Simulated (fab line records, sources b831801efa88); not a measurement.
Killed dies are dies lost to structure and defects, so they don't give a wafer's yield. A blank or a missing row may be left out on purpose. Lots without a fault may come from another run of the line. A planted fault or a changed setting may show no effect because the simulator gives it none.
Which tool did it? | flow gf180mcu | 12 lots, 36 wafers sampled, at 2 steps of a route of 602

WHAT THE GAUGES READ, wafer by wafer
GF_M1_THK_MEAS_06: measures by xrf.
lot  | measured     | on            | M1_ALCU_THK (nm)
L469 | day 16 14:00 | film_metro-01 | 436 439 439
L471 | day 17 13:16 | film_metro-01 | 439 440 441
L475 | day 18 14:47 | film_metro-03 | 457 450 459
L476 | day 19 06:29 | film_metro-04 | 444 439 443
L481 | day 20 19:10 | film_metro-01 | 432 435 434
L482 | day 21 04:58 | film_metro-01 | 442 442 440
L483 | day 21 17:02 | film_metro-04 | 443 445 444
L486 | day 22 14:25 | film_metro-03 | 448 444 444
L488 | day 23 13:08 | film_metro-01 | 441 444 438
L489 | day 23 16:50 | film_metro-04 | 449 451 452
L490 | day 23 18:25 | film_metro-03 | 448 452 452
L491 | day 24 06:30 | film_metro-03 | 438 437 434

WHICH TOOL RAN EACH LOT (tool, then ch and the chambers of the sampled wafers, then the start)
lot  | GF_CONTACT_CVD_02
L469 | pecvd-03 ch 0,1,2, day 15 13:47
L471 | pecvd-03 ch 0,1, day 16 12:01
L475 | pecvd-03 ch 0,1,2, day 17 12:58
L476 | pecvd-04 ch 0,2, day 18 04:32
L481 | pecvd-04 ch 0,1,2, day 19 16:55
L482 | pecvd-02 ch 1,2, day 20 02:55
L483 | pecvd-04 ch 0,1,2, day 20 15:10
L486 | pecvd-02 ch 1,2, day 21 12:43
L488 | pecvd-02 ch 1,2, day 22 12:01
L489 | pecvd-02 ch 0,2, day 22 15:46
L490 | pecvd-03 ch 0,1, day 22 18:03
L491 | pecvd-04 ch 0,2, day 23 05:44
- GF_CONTACT_CVD_02: deposits SiO2 from TEOS, target thk 860 nm, time 95.992 s.

WHAT THE TOOLS THEMSELVES READ (means of the sampled wafers that have a number; where no wafer has one, the mark that the record gives instead)
GF_CONTACT_CVD_02.
lot  | tool     | heater_power_w (W)
L469 | pecvd-03 | 581
L471 | pecvd-03 | 666
L475 | pecvd-03 | 589
L476 | pecvd-04 | 705
L481 | pecvd-04 | 808
L482 | pecvd-02 | 711
L483 | pecvd-04 | 738
L486 | pecvd-02 | 733
L488 | pecvd-02 | 685
L489 | pecvd-02 | 680
L490 | pecvd-03 | 659
L491 | pecvd-04 | 714

THE ANSWER, worked out from the rows above alone
Rule: what is usual is taken from the lots themselves. Put in order of their means at a reading, lots are off if they are a third of the lots or fewer, leave a main group of 4 or more, and stand apart from it by a gap of 3 or more times the standard deviation of the main group's means; of several such gaps the widest counts. A main group whose means are all the same, to the digits that the tables above print for the reading, isn't used. A lot without any number at a reading at which 4 lots or more have one is off too. The other lots that the step has rows for count as sound. The gauges are gone through in route order, then the tools' own readings, and for those a lot's mean is taken as printed above. The first step at which some lot is off is used, and at that step the reading that is off furthest; a lot without a number counts as furthest.
No lot is off at any reading shown: from this, nothing can be told.

WHAT THE SIMULATOR HAD PUT IN
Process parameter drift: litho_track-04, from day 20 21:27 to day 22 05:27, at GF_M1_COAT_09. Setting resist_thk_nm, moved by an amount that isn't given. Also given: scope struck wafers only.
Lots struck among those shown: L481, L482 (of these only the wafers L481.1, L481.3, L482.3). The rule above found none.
